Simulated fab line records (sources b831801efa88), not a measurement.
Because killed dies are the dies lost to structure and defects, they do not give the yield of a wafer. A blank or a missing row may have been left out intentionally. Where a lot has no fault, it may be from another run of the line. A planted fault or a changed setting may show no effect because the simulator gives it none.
fab line records || flow sky130
record: {"lots": 6, "wafers": 18, "last_day": 50}
route steps=708 shown METAL1@455 VIA1@458
lots with no fault: from the same line, run without faults
start_h: start of the lot's first displayed wafer, in hours after the record's first day || wait_h: hours from the lot's prior step to this one || " unchanged from the row above || L1.1+2: a single row standing in for several wafers || - no value, or no start was given || * or withheld: withheld || < > ~ a bound
route shown NAME@n: NAME is a module with steps in the file, n the number in the route of the first one || usual: mean and standard deviation over wafers with no fault || same: alike in all rows || chamber/n: place in a boat || sites: per-site readings || _std_site: the standard deviation of these || _edge_site: outer sites' mean less inner sites' || radius_mm: how far each site lies from the wafer's centre || mask NAME#n: copy n || behind: the last tool/chamber to shape the wafer || hold: what put the lot on hold/how long, in hours/how the hold closed || device: whichever transistor did not switch (one of n, p or np) || end of line: at the end of the route, the tests of the same wafers || a step without rows: its recipe alone || killed: at the first sort, the dies lost to defects and structure; wafer yield is something else || map: shows each die of a wafer: x if killed, . if not, _ if none is there
set.NAME: the run value of the setting; set.NAME@STEP: its run value at that earlier step || model.NAME: the simulator's own value behind a step, which no gauge read
lots at some steps of the route; a table a step, a row a wafer
services: a tool's chamber out of use, with start hour (start_h, from the record's first day; less than 0 if before it), hours out, and reason
== steps ==
step: SKY_METAL1_STRIP_21
recipe: {"chemistry": "post_etch_residue_remover", "time_s": 1200, "temp_c": 72.5}
step: SKY_METAL1_CLEAN_22
recipe: {"chemistry": "IPA", "time_s": 180, "temp_c": 25}
step: SKY_METAL1_CLEAN_23
recipe: {"chemistry": "O3/DIW", "dry": "n2_spin"}
step: SKY_VIA1_HDPCVD_00
recipe: {"material": "SiO2", "target_thk_nm": 1030, "sigma_open_frac": 0.3, "time_s": 171.7, "temp_c": 400, "sih4_flow_sccm": 60, "pressure_mtorr": 6}
step: SKY_VIA1_THK_MEAS_01
recipe: {"reads": "SiO2_of_VIA1_HDPCVD_00"}
usual: {"VIA1_HDPCVD_THK": "1032/10"}
{"lot.wafer": "L368.2", "tool": "film_metro-03", "chamber": "-", "start_h": 778.39, "wait_h": 0.1, "VIA1_HDPCVD_THK[nm]": 1020}
{"lot.wafer": "L368.3", "tool": "film_metro-03", "chamber": "-", "start_h": 778.39, "wait_h": 0.1, "VIA1_HDPCVD_THK[nm]": 1016}
{"lot.wafer": "L368.6", "tool": "film_metro-03", "chamber": "-", "start_h": 778.39, "wait_h": 0.1, "VIA1_HDPCVD_THK[nm]": 1034}
{"lot.wafer": "L375.1", "tool": "film_metro-04", "chamber": "-", "start_h": 845.54, "wait_h": 0.1, "VIA1_HDPCVD_THK[nm]": 1036}
{"lot.wafer": "L375.2", "tool": "film_metro-04", "chamber": "-", "start_h": 845.54, "wait_h": 0.1, "VIA1_HDPCVD_THK[nm]": 1052}
{"lot.wafer": "L375.6", "tool": "film_metro-04", "chamber": "-", "start_h": 845.54, "wait_h": 0.1, "VIA1_HDPCVD_THK[nm]": 1038}
{"lot.wafer": "L376.2", "tool": "film_metro-03", "chamber": "-", "start_h": 847.75, "wait_h": 0.1, "VIA1_HDPCVD_THK[nm]": 1034}
{"lot.wafer": "L376.4", "tool": "film_metro-03", "chamber": "-", "start_h": 847.75, "wait_h": 0.1, "VIA1_HDPCVD_THK[nm]": 1027}
{"lot.wafer": "L376.6", "tool": "film_metro-03", "chamber": "-", "start_h": 847.75, "wait_h": 0.1, "VIA1_HDPCVD_THK[nm]": 1035}
{"lot.wafer": "L387.1", "tool": "film_metro-04", "chamber": "-", "start_h": 923.91, "wait_h": 0.1, "VIA1_HDPCVD_THK[nm]": 1025}
{"lot.wafer": "L387.2", "tool": "film_metro-04", "chamber": "-", "start_h": 923.91, "wait_h": 0.1, "VIA1_HDPCVD_THK[nm]": 1027}
{"lot.wafer": "L387.3", "tool": "film_metro-04", "chamber": "-", "start_h": 923.91, "wait_h": 0.1, "VIA1_HDPCVD_THK[nm]": 1025}
{"lot.wafer": "L388.2", "tool": "film_metro-01", "chamber": "-", "start_h": 930.28, "wait_h": 0.1, "VIA1_HDPCVD_THK[nm]": 1036}
{"lot.wafer": "L388.3", "tool": "film_metro-01", "chamber": "-", "start_h": 930.28, "wait_h": 0.1, "VIA1_HDPCVD_THK[nm]": 1028}
{"lot.wafer": "L388.5", "tool": "film_metro-01", "chamber": "-", "start_h": 930.28, "wait_h": 0.1, "VIA1_HDPCVD_THK[nm]": 1039}
{"lot.wafer": "L389.3", "tool": "film_metro-01", "chamber": "-", "start_h": 935.28, "wait_h": 0.1, "VIA1_HDPCVD_THK[nm]": 1049}
{"lot.wafer": "L389.5", "tool": "film_metro-01", "chamber": "-", "start_h": 935.28, "wait_h": 0.1, "VIA1_HDPCVD_THK[nm]": 1031}
{"lot.wafer": "L389.6", "tool": "film_metro-01", "chamber": "-", "start_h": 935.28, "wait_h": 0.1, "VIA1_HDPCVD_THK[nm]": 1045}
step: SKY_VIA1_CMP_02
recipe: {"material": "SiO2", "down_force_psi": 4, "platen_rpm": 60, "pad_velocity_m_s": 0.94248}
usual: {"motor_current_A": "12.3/0.8"}
{"lot.wafer": "L368.3", "tool": "cmp-02", "chamber": 1, "start_h": 778.44, "wait_h": 0.0, "motor_current_A": 11.9}
{"lot.wafer": "L368.2", "tool": "cmp-02", "chamber": 0, "start_h": 778.44, "wait_h": 0.0, "motor_current_A": 13.0}
{"lot.wafer": "L368.6", "tool": "cmp-02", "chamber": 2, "start_h": 778.44, "wait_h": 0.0, "motor_current_A": 12.0}
{"lot.wafer": "L375.1", "tool": "cmp-02", "chamber": 3, "start_h": 845.60, "wait_h": 0.1, "motor_current_A": 12.9}
{"lot.wafer": "L375.2", "tool": "cmp-02", "chamber": 1, "start_h": 845.60, "wait_h": 0.1, "motor_current_A": 12.2}
{"lot.wafer": "L375.6", "tool": "cmp-02", "chamber": 3, "start_h": 845.60, "wait_h": 0.1, "motor_current_A": 12.8}
{"lot.wafer": "L376.4", "tool": "cmp-02", "chamber": 0, "start_h": 847.85, "wait_h": 0.1, "motor_current_A": 12.3}
{"lot.wafer": "L376.2", "tool": "cmp-02", "chamber": 2, "start_h": 847.85, "wait_h": 0.1, "motor_current_A": 11.6}
{"lot.wafer": "L376.6", "tool": "cmp-02", "chamber": 0, "start_h": 847.85, "wait_h": 0.1, "motor_current_A": 13.1}
{"lot.wafer": "L387.3", "tool": "cmp-01", "chamber": 0, "start_h": 923.97, "wait_h": 0.0, "motor_current_A": 11.0}
{"lot.wafer": "L387.1", "tool": "cmp-01", "chamber": 1, "start_h": 923.97, "wait_h": 0.0, "motor_current_A": 12.4}
{"lot.wafer": "L387.2", "tool": "cmp-01", "chamber": 3, "start_h": 923.97, "wait_h": 0.0, "motor_current_A": 12.2}
{"lot.wafer": "L388.3", "tool": "cmp-02", "chamber": 1, "start_h": 930.63, "wait_h": 0.3, "motor_current_A": 11.5}
{"lot.wafer": "L388.2", "tool": "cmp-02", "chamber": 2, "start_h": 930.63, "wait_h": 0.3, "motor_current_A": 11.7}
{"lot.wafer": "L388.5", "tool": "cmp-02", "chamber": 0, "start_h": 930.63, "wait_h": 0.3, "motor_current_A": 13.0}
{"lot.wafer": "L389.3", "tool": "cmp-01", "chamber": 0, "start_h": 935.47, "wait_h": 0.2, "motor_current_A": 11.2}
{"lot.wafer": "L389.6", "tool": "cmp-01", "chamber": 1, "start_h": 935.47, "wait_h": 0.2, "motor_current_A": 12.5}
{"lot.wafer": "L389.5", "tool": "cmp-01", "chamber": 2, "start_h": 935.47, "wait_h": 0.2, "motor_current_A": 11.8}
step: SKY_VIA1_BOW_MEAS_03
recipe: {"mode": "bow"}
usual: {"VIA1_BOW": "79/6.6"}
{"lot.wafer": "L368.2", "tool": "film_metro-03", "chamber": "-", "start_h": 778.76, "wait_h": 0.1, "VIA1_BOW[um]": 76}
{"lot.wafer": "L368.3", "tool": "film_metro-03", "chamber": "-", "start_h": 778.76, "wait_h": 0.1, "VIA1_BOW[um]": 75}
{"lot.wafer": "L368.6", "tool": "film_metro-03", "chamber": "-", "start_h": 778.76, "wait_h": 0.1, "VIA1_BOW[um]": 78}
{"lot.wafer": "L375.1", "tool": "film_metro-01", "chamber": "-", "start_h": 845.90, "wait_h": 0.2, "VIA1_BOW[um]": 92}
{"lot.wafer": "L375.2", "tool": "film_metro-01", "chamber": "-", "start_h": 845.90, "wait_h": 0.2, "VIA1_BOW[um]": 86}
{"lot.wafer": "L375.6", "tool": "film_metro-01", "chamber": "-", "start_h": 845.90, "wait_h": 0.2, "VIA1_BOW[um]": 84}
{"lot.wafer": "L376.2", "tool": "film_metro-04", "chamber": "-", "start_h": 848.12, "wait_h": 0.1, "VIA1_BOW[um]": 67}
{"lot.wafer": "L376.4", "tool": "film_metro-04", "chamber": "-", "start_h": 848.12, "wait_h": 0.1, "VIA1_BOW[um]": 67}
{"lot.wafer": "L376.6", "tool": "film_metro-04", "chamber": "-", "start_h": 848.12, "wait_h": 0.1, "VIA1_BOW[um]": 77}
{"lot.wafer": "L387.1", "tool": "film_metro-04", "chamber": "-", "start_h": 924.27, "wait_h": 0.2, "VIA1_BOW[um]": 86}
{"lot.wafer": "L387.2", "tool": "film_metro-04", "chamber": "-", "start_h": 924.27, "wait_h": 0.2, "VIA1_BOW[um]": 76}
{"lot.wafer": "L387.3", "tool": "film_metro-04", "chamber": "-", "start_h": 924.27, "wait_h": 0.2, "VIA1_BOW[um]": 76}
{"lot.wafer": "L388.2", "tool": "film_metro-04", "chamber": "-", "start_h": 930.85, "wait_h": 0.1, "VIA1_BOW[um]": 76}
{"lot.wafer": "L388.3", "tool": "film_metro-04", "chamber": "-", "start_h": 930.85, "wait_h": 0.1, "VIA1_BOW[um]": 84}
{"lot.wafer": "L388.5", "tool": "film_metro-04", "chamber": "-", "start_h": 930.85, "wait_h": 0.1, "VIA1_BOW[um]": 83}
{"lot.wafer": "L389.3", "tool": "film_metro-03", "chamber": "-", "start_h": 935.66, "wait_h": 0.1, "VIA1_BOW[um]": 81}
{"lot.wafer": "L389.5", "tool": "film_metro-03", "chamber": "-", "start_h": 935.66, "wait_h": 0.1, "VIA1_BOW[um]": 74}
{"lot.wafer": "L389.6", "tool": "film_metro-03", "chamber": "-", "start_h": 935.66, "wait_h": 0.1, "VIA1_BOW[um]": 91}
step: SKY_VIA1_DEHYDRATE_04
recipe: {"temp_c": 200, "time_s": 60}
step: SKY_VIA1_HMDS_05
recipe: {"prime_time_s": 60, "prime_temp_c": 120}
step: SKY_VIA1_COAT_06
recipe: {"resist": "BARC", "temp_c": "withheld", "time_s": "withheld", "spin_rpm": 3000, "resist_thk_nm": 60}
step: SKY_VIA1_COAT_07
recipe: {"resist": "KrF-thick", "spin_rpm": 3000, "resist_thk_nm": 450}
step: SKY_VIA1_SOFTBAKE_08
recipe: {"temp_c": 100, "time_s": 90, "resist": "KrF-thick"}
step: SKY_VIA1_EXPOSE_09
recipe: {"mask_id": "VIM", "na": 0.8, "source_shape": "annular", "sigma_inner": 0.55, "sigma_outer": 0.85, "target_cd_nm": 150, "dose_mj": 38}
usual: {"exposure_dose_mJ_cm2": "38.3/0.31", "focus_offset_nm": "0.1/0.57"}
{"lot.wafer": "L368.2", "tool": "krf_scanner-02", "chamber": 0, "start_h": 792.19, "wait_h": "-", "mask": "VIM#0", "exposure_dose_mJ_cm2": 37.9, "focus_offset_nm": 0.4}
{"lot.wafer": "L368.3", "tool": "krf_scanner-02", "chamber": 0, "start_h": 792.19, "wait_h": "-", "mask": "VIM#0", "exposure_dose_mJ_cm2": 37.9, "focus_offset_nm": -0.3}
{"lot.wafer": "L368.6", "tool": "krf_scanner-02", "chamber": 0, "start_h": 792.19, "wait_h": "-", "mask": "VIM#0", "exposure_dose_mJ_cm2": 37.9, "focus_offset_nm": -0.6}
{"lot.wafer": "L375.1", "tool": "krf_scanner-01", "chamber": 0, "start_h": 859.17, "wait_h": "-", "mask": "VIM#0", "exposure_dose_mJ_cm2": 38.5, "focus_offset_nm": -0.2}
{"lot.wafer": "L375.2", "tool": "krf_scanner-01", "chamber": 0, "start_h": 859.17, "wait_h": "-", "mask": "VIM#0", "exposure_dose_mJ_cm2": 38.5, "focus_offset_nm": 0.8}
{"lot.wafer": "L375.6", "tool": "krf_scanner-01", "chamber": 0, "start_h": 859.17, "wait_h": "-", "mask": "VIM#0", "exposure_dose_mJ_cm2": 38.6, "focus_offset_nm": -0.4}
{"lot.wafer": "L376.2", "tool": "krf_scanner-01", "chamber": 0, "start_h": 861.24, "wait_h": "-", "mask": "VIM#0", "exposure_dose_mJ_cm2": 38.6, "focus_offset_nm": 0.1}
{"lot.wafer": "L376.4", "tool": "krf_scanner-01", "chamber": 0, "start_h": 861.24, "wait_h": "-", "mask": "VIM#0", "exposure_dose_mJ_cm2": 38.6, "focus_offset_nm": 0.0}
{"lot.wafer": "L376.6", "tool": "krf_scanner-01", "chamber": 0, "start_h": 861.24, "wait_h": "-", "mask": "VIM#0", "exposure_dose_mJ_cm2": 38.5, "focus_offset_nm": -0.1}
{"lot.wafer": "L387.1", "tool": "krf_scanner-02", "chamber": "-", "start_h": 936.54, "wait_h": "-", "mask": "VIM#0", "exposure_dose_mJ_cm2": "-", "focus_offset_nm": "-"}
{"lot.wafer": "L387.2", "tool": "krf_scanner-02", "chamber": "-", "start_h": 936.54, "wait_h": "-", "mask": "VIM#0", "exposure_dose_mJ_cm2": "-", "focus_offset_nm": "-"}
{"lot.wafer": "L387.3", "tool": "krf_scanner-02", "chamber": "-", "start_h": 936.54, "wait_h": "-", "mask": "VIM#0", "exposure_dose_mJ_cm2": "-", "focus_offset_nm": "-"}
{"lot.wafer": "L388.2", "tool": "krf_scanner-01", "chamber": "-", "start_h": 943.70, "wait_h": "-", "mask": "VIM#0", "exposure_dose_mJ_cm2": "-", "focus_offset_nm": "-"}
{"lot.wafer": "L388.3", "tool": "krf_scanner-01", "chamber": "-", "start_h": 943.70, "wait_h": "-", "mask": "VIM#0", "exposure_dose_mJ_cm2": "-", "focus_offset_nm": "-"}
{"lot.wafer": "L388.5", "tool": "krf_scanner-01", "chamber": "-", "start_h": 943.70, "wait_h": "-", "mask": "VIM#0", "exposure_dose_mJ_cm2": "-", "focus_offset_nm": "-"}
{"lot.wafer": "L389.3", "tool": "krf_scanner-01", "chamber": 0, "start_h": 949.14, "wait_h": "-", "mask": "VIM#0", "exposure_dose_mJ_cm2": 38.5, "focus_offset_nm": -0.3}
{"lot.wafer": "L389.5", "tool": "krf_scanner-01", "chamber": 0, "start_h": 949.14, "wait_h": "-", "mask": "VIM#0", "exposure_dose_mJ_cm2": 38.5, "focus_offset_nm": -0.4}
{"lot.wafer": "L389.6", "tool": "krf_scanner-01", "chamber": 0, "start_h": 949.14, "wait_h": "-", "mask": "VIM#0", "exposure_dose_mJ_cm2": 38.5, "focus_offset_nm": -0.1}
step: SKY_VIA1_PEB_10
recipe: {"peb_temp_c": "withheld", "peb_time_s": "withheld", "resist": "KrF-thick"}
== services ==
{"tool": "krf_scanner-01", "chamber": 0, "start_h": 757.73, "hours": "-", "kind": "calibration"}
{"tool": "cmp-01", "chamber": "-", "start_h": 758.75, "hours": 1.3, "kind": "repair"}
{"tool": "krf_scanner-01", "chamber": "-", "start_h": 767.92, "hours": "-", "kind": "calibration"}
{"tool": "krf_scanner-01", "chamber": "-", "start_h": 774.27, "hours": 0.6, "kind": "repair"}
{"tool": "krf_scanner-02", "chamber": "-", "start_h": 816.80, "hours": 0.8, "kind": "pm"}
{"tool": "krf_scanner-01", "chamber": "-", "start_h": 817.60, "hours": 1.0, "kind": "pm"}
{"tool": "krf_scanner-02", "chamber": "-", "start_h": 840.19, "hours": 2.0, "kind": "repair"}
{"tool": "krf_scanner-01", "chamber": "-", "start_h": 852.24, "hours": 1.3, "kind": "pm"}
{"tool": "krf_scanner-01", "chamber": "-", "start_h": 854.40, "hours": 0.8, "kind": "pm"}
{"tool": "krf_scanner-02", "chamber": "-", "start_h": 857.36, "hours": 3.6, "kind": "pm"}
{"tool": "krf_scanner-02", "chamber": "-", "start_h": 862.21, "hours": 1.0, "kind": "pm"}
{"tool": "krf_scanner-01", "chamber": "-", "start_h": 875.76, "hours": 4.0, "kind": "pm"}
{"tool": "krf_scanner-02", "chamber": "-", "start_h": 883.22, "hours": 6.6, "kind": "repair"}
{"tool": "krf_scanner-02", "chamber": 0, "start_h": 889.83, "hours": "-", "kind": "calibration"}
{"tool": "krf_scanner-02", "chamber": "-", "start_h": 909.01, "hours": 1.3, "kind": "pm"}
{"tool": "cmp-02", "chamber": "-", "start_h": 912.00, "hours": 4.0, "kind": "pm"}
{"tool": "cmp-02", "chamber": "-", "start_h": 916.00, "hours": "-", "kind": "consumable_replace:conditioner"}
{"tool": "cmp-02", "chamber": "-", "start_h": 916.00, "hours": "-", "kind": "consumable_replace:pad"}
{"tool": "cmp-01", "chamber": "-", "start_h": 918.50, "hours": 5.3, "kind": "pm"}
{"tool": "krf_scanner-01", "chamber": 0, "start_h": 922.49, "hours": "-", "kind": "calibration"}
{"tool": "cmp-01", "chamber": "-", "start_h": 926.55, "hours": 3.8, "kind": "repair"}
{"tool": "cmp-01", "chamber": "-", "start_h": 926.73, "hours": 5.7, "kind": "repair"}
{"tool": "krf_scanner-02", "chamber": "-", "start_h": 944.29, "hours": 1.8, "kind": "repair"}
== key ==
first_sign: {"step": "SKY_VIA1_EXPOSE_09", "reading": "tool_record", "direction": "missing"}
effect none on later readings
met_at SKY_VIA1_EXPOSE_09
struck_wafers L387.1,L387.2,L387.3,L388.2,L388.3,L388.5
later_rows_left_out L387.1,L387.2,L387.3,L388.2,L388.3,L388.5
sort_left_out L387.1,L387.2,L387.3,L388.2,L388.3,L388.5
onset_between 861.24 936.54
fault: {"kind": "skipped_step_whole", "tool": "krf_scanner-01,krf_scanner-02", "chamber": "-", "onset_h": 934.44, "steps": "SKY_VIA1_EXPOSE_09", "scope": "struck_lots_only"}
sort_left_out: the simulated sort isn't trusted on such a fault, so these wafers' sort isn't shown, and their yield isn't known
later_rows_left_out: the simulator's readings of these wafers behind a module that went badly wrong aren't trusted and aren't shown, but for the sort
